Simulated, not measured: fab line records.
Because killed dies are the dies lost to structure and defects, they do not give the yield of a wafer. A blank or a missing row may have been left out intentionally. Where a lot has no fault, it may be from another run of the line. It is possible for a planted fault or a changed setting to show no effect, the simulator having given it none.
A struck lot beside a sound one ; flow gf180mcu ; 14 steps out of a route of 602
Sound: the wafers L155.1, L155.3, L155.4. The struck wafers were L151.1, L151.2, L151.6. The cause is given at the end.
For every step that has rows: the tool of each side, followed by ch and its chambers, followed by its first start. Under that, the readings that differ: sound wafers ; struck wafers ; difference of the means ; sigmas: that difference in standard deviations of wafers without a fault.
alike: words and numbers the same on both sides, and readings whose means are apart by under 2 such deviations; not compared: readings that were withheld, readings missing a value for some wafer, numbers with overlapping values and no deviation given by the record, and bounds like >300 which may hide the same value.
A row with sigmas, a row that says differs or no value, or rows on one side alone: a step with any of these is where the two part. When numbers do not overlap yet have no deviation, they are printed without sigmas and do not part them. A reading that every wafer of one side lacks parts them only if that side has two wafers or more.

first, 2 steps without rows for these wafers: GF_M4_CLEAN_19 (cleans in DIW); GF_V4_CVD_00 (deposits SiO2, target thk 600 nm, time 100 s).
GF_V4_THK_MEAS_01:
  struck on filmMetro-04, day 29 02:35; sound on filmMetro-01, day 30 03:06
  alike: V4_CVD_00_THK
GF_V4_CVD_02: deposits SiO2 from TEOS, target thk 850 nm, time 94.851 s.
  sound on pecvd-02 ch 1,2, day 30 03:10; struck on pecvd-03 ch 0,1,2, day 29 02:38
  alike: heaterPowerW, rfFwdPowerW
GF_V4_THK_MEAS_03:
  struck on filmMetro-03, day 29 02:43; sound on filmMetro-03, day 30 03:15
  alike: V4_CVD_02_THK
GF_V4_CMP_04: polishes SiO2.
  sound on cmp-02 ch 0,1,3, day 30 03:19; struck on cmp-01 ch 0,2,3, day 29 02:46
  alike: motorCurrentA, timeToEndpointS
GF_V4_BOW_MEAS_05:
  struck on filmMetro-03, day 29 03:04; sound on filmMetro-04, day 30 03:37
  alike: V4_BOW
then, 5 steps without rows for these wafers: GF_V4_DEHYDRATE_06 (time 60 s); GF_V4_HMDS_07 (prime time 60 s); GF_V4_COAT_08; GF_V4_COAT_09 (resist thk 1000 nm); GF_V4_SOFTBAKE_10 (time 60 s).
GF_V4_EXPOSE_11: exposes mask Via4, target cd 260 nm.
  sound on krfScanner-02 ch 0, day 30 12:47; struck on krfScanner-02, day 29 13:07
  no value came back on the struck wafers for exposureDoseMJCm2, focusOffsetNm (nm), stageVelMmS (mm/s); on the sound wafers exposureDoseMJCm2 reads 37.91 37.94 37.91
  alike: mask
then, 1 step without rows for these wafers: GF_V4_PEB_12 (peb time 90 s).

## WHERE THEY PART
Only at GF_V4_EXPOSE_11, within this record.

WHY: the cause the simulator had injected
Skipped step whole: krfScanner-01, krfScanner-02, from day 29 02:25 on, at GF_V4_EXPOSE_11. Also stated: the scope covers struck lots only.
